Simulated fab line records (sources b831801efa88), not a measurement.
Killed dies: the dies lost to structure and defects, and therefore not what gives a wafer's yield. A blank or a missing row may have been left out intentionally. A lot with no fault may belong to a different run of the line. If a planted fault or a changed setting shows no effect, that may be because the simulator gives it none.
fab line records ; flow sfqLine
record: lots: 5; wafers: 15; lastDay: 81
route steps=325 shown M7@285 I7@296
lots with no fault: from the same line, run without faults
startH: the number of hours between the record's first day and the start of the first shown wafer of the lot ; waitH: hours since the lot's step before ; " the same as in the row above ; L1.1+2: one row covering several wafers at once ; - either no value or no given start ; * or withheld: withheld ; < > ~ a bound
route shown NAME@n: a module of which the file shows steps, and the number in the route of the first ; usual: mean and standard deviation over wafers with no fault ; same: alike in all rows ; chamber/n: place in a boat ; sites: readings site by site ; _std_site: the values' standard deviation ; _edge_site: the outer-site mean with the inner-site mean subtracted ; radiusMm: how far each site lies from the wafer's centre ; mask NAME#n: copy n ; behind: tool/chamber where the wafer was last shaped ; hold: why the lot went on hold/how many hours it stayed there/how the hold came to an end ; device: the n, p or np transistor that did not switch ; end of line: the same wafers' tests at the end of the route ; a step without rows: its recipe alone ; killed: dies lost to structure and defects at the first sort, not the wafer's yield ; map: shows each die of a wafer: x if killed, . if not, _ if none is there
set.NAME: the setting the step ran with; set.NAME@STEP: the setting that earlier step ran with ; model.NAME: the simulator's own value behind a step, which no gauge read
lots seen at some steps along the route; tables by step, rows by wafer
services: from which hour (startH, from the record's first day; less than 0 if before it) a tool's chamber was out of use, for how many hours, and why
== steps ==
step: SFQ_TRILAYER_M7_LITHO_COAT_182
recipe: resist: BARC; spinRpm: 3000; resistThkNm: 62
step: SFQ_TRILAYER_M7_LITHO_COAT_177
recipe: resist: KrF; spinRpm: 3000; resistThkNm: 600
step: SFQ_TRILAYER_M7_LITHO_SOFTBAKE_181
recipe: tempC: withheld; timeS: withheld; resist: KrF
step: SFQ_TRILAYER_M7_LITHO_EXPOSE_178
recipe: maskId: M7; na: 0.6; sourceShape: conventional; sigmaOuter: 0.65; targetCdNm: 500; doseMj: 14.4
step: SFQ_TRILAYER_M7_LITHO_PEB_180
recipe: pebTempC: 115; pebTimeS: 60; resist: KrF
step: SFQ_TRILAYER_M7_LITHO_DEVELOP_179
recipe: timeS: 60; resist: KrF
step: SFQ_M7_OVL_MEAS_945
usual: M7_OVL: 1/6.1
lot.wafer;tool;chamber;startH;waitH;M7_OVL[nm]
L701.1;overlay-01;-;1552.29;0.1;-2
L701.2;overlay-01;-;1552.29;0.1;2
L701.3;overlay-01;-;1552.29;0.1;-4
L708.2;overlay-02;-;1662.59;0.1;2
L708.4;overlay-02;-;1662.59;0.1;1
L708.5;overlay-02;-;1662.59;0.1;10
L716.1;overlay-01;-;1812.57;0.1;-4
L716.3;overlay-01;-;1812.57;0.1;8
L716.5;overlay-01;-;1812.57;0.1;5
L721.1;overlay-01;-;1848.70;0.1;6
L721.4;overlay-01;-;1848.70;0.1;12
L721.6;overlay-01;-;1848.70;0.1;8
L724.1;overlay-02;-;1861.90;0.1;3
L724.4;overlay-02;-;1861.90;0.1;-5
L724.5;overlay-02;-;1861.90;0.1;8
step: SFQ_TRILAYER_M7_BARC_OPEN_METAL_ETCH_229
recipe: maskMaterial: PR; chemistry: O2; targetDepthNm: 125; target: BARC; icpW: 600; biasW: 80; pressureMtorr: 10; timeS: 41.7
usual: chamberPressureMTorr: 10.000/0.0094; drypumpMotorCurrentA: 5.74/0.28; oesProductAu: 0.685/0.0043
lot.wafer;tool;chamber;startH;waitH;chamberPressureMTorr;drypumpMotorCurrentA;oesProductAu;rfHoursCounterH
L701.1;rieMetal-04;1;1552.33;0.0;10.010;5.84;0.687;66
L701.2;rieMetal-04;0;1552.33;0.0;10.013;5.25;0.687;3
L701.3;rieMetal-04;1;1552.33;0.0;10.001;5.83;0.680;-
L708.2;rieMetal-01;1;1662.62;0.0;10.000;5.81;0.684;68
L708.4;rieMetal-01;0;1662.62;0.0;9.991;5.69;0.691;-
L708.5;rieMetal-01;0;1662.62;0.0;9.996;5.71;0.682;-
L716.1;rieMetal-01;0;1812.61;0.0;10.001;5.72;0.682;112
L716.3;rieMetal-01;0;1812.61;0.0;10.006;5.70;0.685;-
L716.5;rieMetal-01;1;1812.61;0.0;9.997;5.81;0.694;-
L721.1;rieMetal-04;0;1848.74;0.0;10.006;5.21;0.684;40
L721.4;rieMetal-04;0;1848.74;0.0;9.993;5.22;0.684;-
L721.6;rieMetal-04;1;1848.74;0.0;9.988;5.83;0.681;-
L724.1;rieMetal-04;1;1861.94;0.0;9.996;5.82;0.681;110
L724.4;rieMetal-04;1;1861.94;0.0;10.004;5.83;0.680;-
L724.5;rieMetal-04;0;1861.94;0.0;9.992;5.30;0.683;-
step: SFQ_TRILAYER_M7_ETCH_METAL_ETCH_180
recipe: target: Nb; stopOn: SiO2; maskMaterial: PR; chemistry: Cl2/Ar; targetDepthNm: 240; icpW: 600; biasW: 80; pressureMtorr: 10; timeS: 120
usual: chamberPressureMTorr: 10.002/0.0097; drypumpMotorCurrentA: 5.74/0.28; oesProductAu: 0.894/0.0078
lot.wafer;tool;chamber;startH;waitH;chamberPressureMTorr;drypumpMotorCurrentA;oesProductAu;rfHoursCounterH
L701.1;rieMetal-04;1;1552.39;0.0;10.001;5.84;0.886;66
L701.2;rieMetal-04;0;1552.39;0.0;9.994;5.23;0.899;3
L701.3;rieMetal-04;1;1552.39;0.0;10.006;5.82;0.883;-
L708.2;rieMetal-01;1;1662.68;0.0;9.997;5.78;0.894;68
L708.4;rieMetal-01;0;1662.68;0.0;10.005;5.70;0.897;-
L708.5;rieMetal-01;0;1662.68;0.0;10.006;5.71;0.902;-
L716.1;rieMetal-01;0;1812.67;0.0;10.010;5.70;0.885;112
L716.3;rieMetal-01;0;1812.67;0.0;9.996;5.71;0.884;-
L716.5;rieMetal-01;1;1812.67;0.0;10.003;5.83;0.892;-
L721.1;rieMetal-04;0;1848.80;0.0;10.015;5.25;0.898;40
L721.4;rieMetal-04;0;1848.80;0.0;10.000;5.23;0.892;-
L721.6;rieMetal-04;1;1848.80;0.0;9.998;5.85;0.893;-
L724.1;rieMetal-04;1;1862.00;0.0;9.994;5.82;0.909;110
L724.4;rieMetal-04;1;1862.00;0.0;10.025;5.84;0.882;-
L724.5;rieMetal-04;0;1862.00;0.0;10.016;5.24;0.892;-
step: SFQ_TRILAYER_M7_STRIP_STRIP_181
recipe: gas: O2; powerW: 200; platenTempC: 40; overashFraction: 0.65; chemistry: O2; pressureMtorr: 50
usual: chamberPressureMTorr: 50.00/0.051; drypumpMotorCurrentA: 5.74/0.28; oesProductAu: 1.002/0.0067
lot.wafer;tool;chamber;startH;waitH;chamberPressureMTorr;drypumpMotorCurrentA;oesProductAu;rfHoursCounterH
L701.1;rieMetal-04;1;1552.51;0.1;50.02;5.81;1.007;67
L701.2;rieMetal-04;0;1552.51;0.1;50.00;5.18;0.998;3
L701.3;rieMetal-04;1;1552.51;0.1;49.99;5.83;1.006;-
L708.2;rieMetal-01;1;1662.81;0.1;50.01;5.78;1.007;68
L708.4;rieMetal-01;0;1662.81;0.1;49.92;5.71;1.008;-
L708.5;rieMetal-01;0;1662.81;0.1;49.96;5.71;1.006;-
L716.1;rieMetal-01;0;1812.80;0.1;49.93;5.71;1.004;113
L716.3;rieMetal-01;0;1812.80;0.1;49.94;5.68;0.997;-
L716.5;rieMetal-01;1;1812.80;0.1;50.01;5.85;0.992;-
L721.1;rieMetal-04;0;1848.92;0.1;49.95;5.23;0.996;40
L721.4;rieMetal-04;0;1848.92;0.1;50.03;5.24;0.981;-
L721.6;rieMetal-04;1;1848.92;0.1;49.98;5.85;1.004;-
L724.1;rieMetal-04;1;1862.12;0.1;49.91;5.82;1.007;110
L724.4;rieMetal-04;1;1862.12;0.1;49.94;5.83;1.010;-
L724.5;rieMetal-04;0;1862.12;0.1;50.09;5.26;1.003;-
step: SFQ_TRILAYER_M7_STRIP_SOLV_CLEAN_182
recipe: chemistry: NMP; tempC: 70; timeS: 600
step: SFQ_TRILAYER_I7_DEP_PECVD_183
recipe: material: SiO2; tempC: 150; timeS: 111.11; pressureTorr: 2.4; rfW: 183.3; precursor: SiH4/N2O; targetThkNm: 500
usual: heaterPowerW: 79/16; runLengthS: 139.4/0.55; showerheadVppV: 848/60; throttleValvePct: 24.6/1.7
lot.wafer;tool;chamber;startH;waitH;heaterPowerW;runLengthS;showerheadVppV;throttleValvePct;model.SiO2_of_TRILAYER_I7_DEP_PECVD_183.thkNm
L701.1;pecvd-03;1;1553.46;0.0;84;139.8;865;23.4;492.6
L701.2;pecvd-03;0;1553.46;0.0;71;138.9;824;24.6;487.9
L701.3;pecvd-03;2;1553.46;0.0;100;139.4;863;23.2;483.3
L708.2;pecvd-02;2;1663.58;0.0;50;129.2;800;25.7;445.3
L708.4;pecvd-02;1;1663.58;0.0;101;139.2;853;30.0;501.3
L708.5;pecvd-02;2;1663.58;0.0;54;129.1;806;26.0;445.7
L716.1;pecvd-03;0;1813.57;0.0;81;138.7;826;24.9;492.6
L716.3;pecvd-03;1;1813.57;0.0;79;139.9;875;24.1;501.5
L716.5;pecvd-03;2;1813.57;0.0;94;138.9;844;24.0;498.9
L721.1;pecvd-04;2;1849.73;0.0;65;139.8;794;24.0;489.3
L721.4;pecvd-04;1;1849.73;0.0;90;138.5;785;25.7;503.5
L721.6;pecvd-04;0;1849.73;0.0;80;139.2;980;23.4;496.8
L724.1;pecvd-02;2;1862.90;0.0;48;139.0;800;23.6;496.6
L724.4;pecvd-02;2;1862.90;0.0;50;139.2;797;23.7;501.7
L724.5;pecvd-02;1;1862.90;0.0;101;139.4;846;23.2;504.7
step: SFQ_TRILAYER_I7_CMP_CMP_184
recipe: material: SiO2; downForcePsi: 3; platenRpm: 60; padVelocityMS: 0.94248
usual: edgeZonePressureFrac: 1.000/0.0046; motorCurrentA: 10.0/1.1; platenRpm: 60.00/0.042; retainingRingPressureFrac: 1.000/0.0053; slurryFilterDpKPa: 13.50/0.14; slurryFlowMlMin: 149.9/0.48; timeToEndpointS: 214/8.7
lot.wafer;tool;chamber;startH;waitH;edgeZonePressureFrac;motorCurrentA;platenRpm;retainingRingPressureFrac;slurryFilterDpKPa;slurryFlowMlMin;timeToEndpointS
L701.2;cmp-02;2;1553.54;0.0;1.001;10.0;60.04;0.989;13.51;150.4;212
L701.1;cmp-02;0;1554.54;1.0;1.001;11.0;60.00;1.005;13.34;150.4;206
L701.3;cmp-02;1;1554.54;1.0;0.998;11.1;60.00;1.010;13.52;150.6;208
L708.4;cmp-02;3;1667.89;4.2;1.001;8.0;59.94;0.998;13.31;150.5;212
L708.2;cmp-02;2;1669.39;5.8;0.995;10.1;60.01;1.002;13.31;150.5;179
L708.5;cmp-02;3;1669.39;5.8;1.001;7.4;59.94;1.004;13.36;150.3;169
L716.3;cmp-01;1;1814.26;0.7;0.998;9.6;59.98;1.008;13.45;149.3;208
L716.1;cmp-01;2;1814.26;0.7;1.000;10.9;60.02;1.006;13.51;149.6;207
L716.5;cmp-01;2;1816.76;3.1;0.999;11.5;59.90;1.003;13.44;149.4;213
L721.1;cmp-01;3;1851.13;1.4;1.000;10.7;60.07;1.001;13.56;149.3;219
L721.4;cmp-01;2;1852.63;2.8;0.997;11.2;59.93;1.000;13.32;150.3;218
L721.6;cmp-01;0;1853.63;3.8;1.005;9.6;60.02;0.990;13.73;150.0;225
L724.1;cmp-01;1;1864.67;1.7;1.000;10.2;60.03;1.003;13.39;150.3;207
L724.4;cmp-01;2;1864.67;1.7;1.006;11.0;59.97;0.990;13.83;149.5;218
L724.5;cmp-01;0;1866.17;3.2;1.007;9.9;60.00;1.002;13.40;149.9;229
step: SFQ_I7_BOW_MEAS_946
recipe: mode: bow
usual: I7_BOW: 5/12
lot.wafer;tool;chamber;startH;waitH;I7_BOW[um]
L701.1;filmMetro-01;-;1556.54;1.5;22
L701.2;filmMetro-01;-;1556.54;1.5;25
L701.3;filmMetro-01;-;1556.54;1.5;22
L708.2;filmMetro-04;-;1670.91;1.0;-6
L708.4;filmMetro-04;-;1670.91;1.0;-7
L708.5;filmMetro-04;-;1670.91;1.0;15
L716.1;filmMetro-01;-;1817.26;2.0;-6
L716.3;filmMetro-01;-;1817.26;2.0;6
L716.5;filmMetro-01;-;1817.26;2.0;-26
L721.1;filmMetro-04;-;1854.13;2.5;1
L721.4;filmMetro-04;-;1854.13;2.5;-1
L721.6;filmMetro-04;-;1854.13;2.5;5
L724.1;filmMetro-01;-;1866.67;1.5;-7
L724.4;filmMetro-01;-;1866.67;1.5;0
L724.5;filmMetro-01;-;1866.67;1.5;-6
== services ==
tool;chamber;startH;hours;kind
cmp-02;-;1539.58;2.9;pm
cmp-01;-;1562.23;5.4;repair
pecvd-02;2;1582.59;12.2;repair
pecvd-03;-;1589.83;5.5;repair
cmp-02;-;1600.44;4.0;pm
cmp-02;-;1605.49;4.6;pm
cmp-01;-;1606.02;1.1;repair
cmp-01;-;1608.63;2.3;repair
rieMetal-01;-;1611.24;4.3;pm
pecvd-03;-;1631.14;6.0;pm
cmp-02;-;1631.31;1.8;repair
pecvd-03;2;1681.87;20.4;repair
rieMetal-04;-;1684.78;4.3;pm
pecvd-02;-;1686.25;14.0;pm
pecvd-03;0;1687.30;13.5;repair
rieMetal-01;1;1688.84;26.0;repair
pecvd-03;-;1729.97;3.1;repair
cmp-02;-;1761.90;0.8;repair
rieMetal-04;0;1766.39;15.0;repair
cmp-01;-;1774.84;4.0;pm
cmp-01;-;1787.29;4.5;pm
rieMetal-04;-;1825.67;1.4;pm
rieMetal-04;-;1845.34;1.2;repair
cmp-01;-;1855.23;1.4;repair
== key ==
firstSign: step: SFQ_TRILAYER_I7_DEP_PECVD_183; reading: runLengthS; direction: down; sigmas: 19; usual: *; struck: *
effect: step: SFQ_TRILAYER_I7_CMP_CMP_184; reading: timeToEndpointS; direction: down; sigmas: 4.6; usual: *; struck: *
modelEffect: step: SFQ_TRILAYER_I7_DEP_PECVD_183; value: SiO2_of_TRILAYER_I7_DEP_PECVD_183.thkNm; without: 494.7; struck: 445.5
metAt SFQ_TRILAYER_I7_DEP_PECVD_183
struckWafers L708.2,L708.5
fault: kind: processParameterDrift; tool: pecvd-02; chamber: 2; onsetH: 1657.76; steps: SFQ_TRILAYER_I7_DEP_PECVD_183; channel: timeS; offset: *; shape: step; endH: 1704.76; actsIn: *; stated: *
